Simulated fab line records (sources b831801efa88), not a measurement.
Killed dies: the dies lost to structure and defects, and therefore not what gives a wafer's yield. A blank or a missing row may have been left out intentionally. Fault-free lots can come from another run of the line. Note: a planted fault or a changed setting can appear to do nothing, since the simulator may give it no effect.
Which tool was responsible? ; flow gf180mcu ; 6 lots, 18 wafers sampled, at 1 step of a route of 602

WHAT THE GAUGES SHOWED, per wafer
GF_MIM_RS_MEAS_10: measures by four-point-probe.
lot;measured;on;MIM_ALCU_RS (ohm/sq)
L924;day 25 04:04;film-metro-02;0.1607 0.1623 0.1624
L927;day 26 05:33;film-metro-04;0.1589 0.1596 0.1591
L929;day 26 20:14;film-metro-02;0.1601 0.1615 0.1612
L931;day 27 17:13;film-metro-04;0.1607 0.1612 0.1609
L934;day 28 11:11;film-metro-02;0.1595 0.1599 0.1608
L939;day 30 01:29;film-metro-02;0.1625 0.1608 0.1610

TOOL THAT RAN EACH LOT (tool first, then ch and the chambers of the sampled wafers, then the start)
There is no process step in the record ahead of these readings.

THE ANSWER, worked out from the rows above alone
Rule: what is usual is taken from the lots themselves. Put in order of their means at a reading, lots are off if they are a third of the lots or fewer, leave a main group of 4 or more, and stand apart from it by a gap of 3 or more times the standard deviation of the main group's means; of several such gaps the widest counts. A main group whose means are all the same, to the digits that the tables above print for the reading, isn't used. A lot without any number at a reading at which 4 lots or more have one is off too. All remaining lots with rows at the step are treated as sound.
Across all readings shown, no lot is off: no conclusion can be drawn from this.

WHAT THE SIMULATOR HAD INSERTED
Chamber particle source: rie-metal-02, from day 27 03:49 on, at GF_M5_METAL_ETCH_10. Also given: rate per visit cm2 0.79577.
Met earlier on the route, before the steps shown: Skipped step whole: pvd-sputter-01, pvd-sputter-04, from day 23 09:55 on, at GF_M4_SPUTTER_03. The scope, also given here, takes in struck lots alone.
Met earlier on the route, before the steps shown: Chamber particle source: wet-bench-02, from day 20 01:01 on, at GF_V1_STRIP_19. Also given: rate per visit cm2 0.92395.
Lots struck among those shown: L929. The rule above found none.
